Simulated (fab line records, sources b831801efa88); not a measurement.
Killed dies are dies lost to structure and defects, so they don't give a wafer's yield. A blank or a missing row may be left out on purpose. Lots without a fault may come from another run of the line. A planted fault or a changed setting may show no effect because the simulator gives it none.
Which tool did it? | flow sky130 | 14 lots, 42 wafers sampled, at 5 steps of a route of 708

WHAT THE GAUGES READ, wafer by wafer
SKY_NWELL_RS_MEAS_29: measures by four-point-probe. Usual: NWELL_RS 624.8 ohm/sq, standard deviation 1.5.
lot  | measured     | on            | NWELL_RS (ohm/sq) | flag
L519 | day 5 06:08  | film_metro-02 | 623.5 624.3 625.0 |
L524 | day 6 11:40  | film_metro-02 | 624.5 624.9 625.2 |
L525 | day 6 17:29  | film_metro-02 | 625.3 625.5 624.9 |
L526 | day 6 18:08  | film_metro-02 | 625.0 624.5 623.6 |
L527 | day 6 23:59  | film_metro-01 | 623.0 625.0 623.8 |
L528 | day 7 08:13  | film_metro-02 | 623.9 625.4 626.9 |
L529 | day 7 15:11  | film_metro-01 | 624.0 623.6 623.5 |
L533 | day 9 22:42  | film_metro-02 | 625.6 624.5 625.2 |
L537 | day 10 03:14 | film_metro-04 | 627.0 625.9 626.9 |
L538 | day 10 08:20 | film_metro-02 | 626.0 627.1 627.0 |
L539 | day 10 10:20 | film_metro-02 | 624.8 622.2 624.4 |
L540 | day 10 13:59 | film_metro-01 | 624.2 624.5 624.8 |
L541 | day 11 00:05 | film_metro-01 | 624.5 624.0 624.7 |
L542 | day 11 05:23 | film_metro-04 | 625.0 626.1 626.4 |

SKY_NWELL_RS_MEAS_31: measures by four-point-probe. Usual: PWDE_RS 5271 ohm/sq, standard deviation 17.
lot  | measured     | on            | PWDE_RS (ohm/sq) | flag
L519 | day 5 06:22  | film_metro-02 | 5288 5287 5268   |
L524 | day 6 11:55  | film_metro-02 | 5254 5253 5247   |
L525 | day 6 17:44  | film_metro-02 | 5250 5275 5253   |
L526 | day 6 18:23  | film_metro-02 | 5262 5259 5247   |
L527 | day 7 00:14  | film_metro-01 | 5257 5284 5275   |
L528 | day 7 08:28  | film_metro-02 | 5248 5266 5249   |
L529 | day 7 15:26  | film_metro-01 | 5282 5278 5290   |
L533 | day 9 22:56  | film_metro-02 | 5285 5280 5266   |
L537 | day 10 03:29 | film_metro-04 | 5283 5281 5253   |
L538 | day 10 08:35 | film_metro-02 | 5272 5265 5266   |
L539 | day 10 10:34 | film_metro-02 | 5285 5285 5265   |
L540 | day 10 14:13 | film_metro-01 | 5243 5262 5245   |
L541 | day 11 00:20 | film_metro-01 | 5274 5267 5262   |
L542 | day 11 05:38 | film_metro-04 | 5265 5260 5274   |

SKY_VT_ADJUST_HVTP_CD_MEAS_07: target cd 380 nm. Usual: cd_nm 380.9 nm, standard deviation 2.
lot  | measured     | on        | cd_nm (nm)        | flag
L519 | day 6 00:47  | cd_sem-01 | 384.4 382.9 383.8 |
L524 | day 7 06:28  | cd_sem-02 | 381.7 382.1 380.8 |
L525 | day 7 12:45  | cd_sem-02 | 379.4 380.2 376.8 |
L526 | day 7 13:02  | cd_sem-01 | 380.4 379.9 380.8 |
L527 | day 7 19:39  | cd_sem-02 | 384.3 383.3 385.3 |
L528 | day 8 04:22  | cd_sem-02 | 381.3 381.2 380.9 |
L529 | day 8 11:49  | cd_sem-01 | 381.6 378.6 381.7 |
L533 | day 10 21:01 | cd_sem-02 | 383.0 383.5 385.2 |
L537 | day 11 02:00 | cd_sem-01 | 382.7 379.7 378.5 |
L538 | day 11 06:23 | cd_sem-01 | 375.8 378.0 377.3 |
L539 | day 11 08:49 | cd_sem-01 | 384.5 383.6 381.9 |
L540 | day 11 13:17 | cd_sem-01 | 383.6 382.5 383.3 |
L541 | day 11 23:42 | cd_sem-02 | 381.7 377.0 380.2 |
L542 | day 12 04:48 | cd_sem-01 | 380.4 381.1 381.0 |

SKY_SONOS_TUNNEL_CD_MEAS_07: target cd 410 nm. Usual: cd_nm 410.1 nm, standard deviation 2.8.
lot  | measured     | on        | cd_nm (nm)        | flag
L519 | day 11 03:37 | cd_sem-01 | 407.3 406.0 408.1 |
L524 | day 12 18:58 | cd_sem-01 | 415.1 413.6 414.2 |
L525 | day 13 03:22 | cd_sem-02 | 411.0 412.1 410.2 |
L526 | day 13 03:40 | cd_sem-01 | 413.3 413.3 411.8 |
L527 | day 13 11:54 | cd_sem-02 | 409.2 408.8 407.9 |
L528 | day 14 02:17 | cd_sem-01 | 317.9 316.5 319.7 | OFF
L529 | day 14 07:49 | cd_sem-02 | 325.1 322.4 322.1 | OFF
L533 | day 17 09:21 | cd_sem-02 | 409.4 405.8 406.4 |
L537 | day 17 17:06 | cd_sem-01 | 409.2 409.5 409.0 |
L538 | day 17 22:12 | cd_sem-01 | 409.6 409.5 409.9 |
L539 | day 18 00:15 | cd_sem-01 | 409.9 408.5 408.6 |
L540 | day 18 07:21 | cd_sem-01 | 412.9 410.5 408.1 |
L541 | day 18 18:11 | cd_sem-01 | 410.0 410.0 410.0 |
L542 | day 19 03:08 | cd_sem-02 | 407.4 407.8 408.3 |

WHICH TOOL RAN EACH LOT (tool, then ch and the chambers of the sampled wafers, then the start)
lot  | SKY_SONOS_TUNNEL_DEVELOP_06
L519 | litho_track-02 ch 0, day 11 03:28
L524 | litho_track-03 ch 0, day 12 18:49
L525 | litho_track-02 ch 0, day 13 03:13
L526 | litho_track-02 ch 0, day 13 03:31
L527 | litho_track-01 ch 0, day 13 11:45
L528 | litho_track-02 ch 0, day 14 02:02
L529 | litho_track-02 ch 0, day 14 07:40
L533 | litho_track-01 ch 0, day 17 09:12
L537 | litho_track-02 ch 0, day 17 16:57
L538 | litho_track-01 ch 0, day 17 22:03
L539 | litho_track-03 ch 0, day 18 00:07
L540 | litho_track-01 ch 0, day 18 07:12
L541 | litho_track-03 ch 0, day 18 18:02
L542 | litho_track-03 ch 0, day 19 03:01
- SKY_SONOS_TUNNEL_DEVELOP_06: develop time 60 s.

WHAT THE TOOLS THEMSELVES READ (means of the sampled wafers that have a number; where no wafer has one, the mark that the record gives instead)
The record holds no such reading with a usual standard deviation.

THE ANSWER, worked out from the rows above alone
Rule: a lot is off if the mean of its wafers that have a number lies more than 3 standard deviations from the usual mean. A lot without any number at a reading at which 4 lots or more have one is off too. The other lots that the step has rows for count as sound. The gauges are gone through in route order, then the tools' own readings, and for those a lot's mean is taken as printed above. The first step at which some lot is off is used, and at that step the reading that is off furthest; a lot without a number counts as furthest.
Off: L528, L529, at SKY_SONOS_TUNNEL_CD_MEAS_07 (cd_nm).
A tool fits if, at a process step before that reading, it ran every lot that is off, and no sound lot after the first of them. The gauges at SKY_SONOS_TUNNEL_CD_MEAS_07 are tried like those tools. None of those tried fits.

WHAT THE SIMULATOR HAD PUT IN
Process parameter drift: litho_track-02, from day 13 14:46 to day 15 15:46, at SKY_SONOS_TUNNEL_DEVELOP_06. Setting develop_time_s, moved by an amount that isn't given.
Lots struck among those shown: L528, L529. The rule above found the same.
